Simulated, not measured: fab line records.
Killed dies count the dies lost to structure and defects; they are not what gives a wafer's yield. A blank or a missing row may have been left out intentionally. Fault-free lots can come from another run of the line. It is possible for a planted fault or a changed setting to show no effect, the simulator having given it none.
Chamber matching    flow sky130    4 sister chambers for SKY_FIELD_ISO_ETCH_17 on rie-si-01
The step etches Si in HBr/Cl2/O2, target depth 342 nm, time 97.7 s. 16 wafers are shown with their chamber, then 8 later ones without.

## WAFERS PAIRED WITH THEIR CHAMBERS
wafer   chamber  drypump-motor-current-A (A)  he-backside-leak-sccm (sccm)  run-length-s (s)
L326.1  1        5.5                          2.64                          125.8
L326.5  3        6.7                          3.32                          125.8
L326.6  2        5.0                          2.76                          125.5
L338.1  2        5.0                          2.57                          125.4
L338.3  1        5.5                          2.66                          125.6
L338.6  1        5.5                          2.61                          126.0
L341.1  3        6.7                          3.15                          126.1
L341.5  1        5.5                          2.48                          125.6
L341.6  2        5.0                          2.89                          125.8
L343.3  3        6.7                          3.22                          125.9
L343.4  1        5.5                          2.80                          125.8
L343.5  0        5.7                          2.55                          126.2
L345.3  1        5.5                          2.76                          126.1
L345.5  0        5.7                          2.55                          126.4
L345.6  3        6.6                          3.12                          126.2
L346.2  0        5.7                          2.56                          126.3

SIGNATURES (averages over the wafers above)
reading                  chamber 0  chamber 1  chamber 2  chamber 3  scatter within a chamber
drypump-motor-current-A  5.700      5.500      5.000      6.675      0.025
he-backside-leak-sccm    2.5533     2.6583     2.7400     3.2025     0.108
run-length-s             126.300    125.817    125.567    126.000    0.186
Rule: distance of a wafer from a chamber = root of the sum over the readings of ((wafer's reading minus chamber's mean) / reading's scatter) squared. If the next closest chamber is less than 2 further off than the closest, the wafer can't be placed; otherwise it belongs to the closest. The scatter: the root of (the sum of the squares of (reading less its chamber's mean) over the shown wafers, divided by (wafers less chambers)).

## WAFERS WITHOUT THEIR CHAMBER
wafer   drypump-motor-current-A (A)  he-backside-leak-sccm (sccm)  run-length-s (s)
L346.4  6.7                          2.82                          126.5
L346.5  5.0                          2.79                          125.2
L347.4  5.0                          2.79                          124.9
L347.5  5.0                          2.69                          125.2
L347.6  5.5                          2.52                          126.0
L348.1  5.5                          2.47                          126.0
L348.5  5.7                          2.59                          126.2
L348.6  6.7                          3.09                          125.7

## WHICH CHAMBER EACH ONE RAN IN
wafer   from the rows above  in truth
L346.4  3                    3
L346.5  2                    2
L347.4  2                    2
L347.5  2                    2
L347.6  1                    1
L348.1  1                    1
L348.5  0                    0
L348.6  3                    3
8 of 8 placed correctly. Can't be placed from these rows: 0. Number placed wrongly: 0.
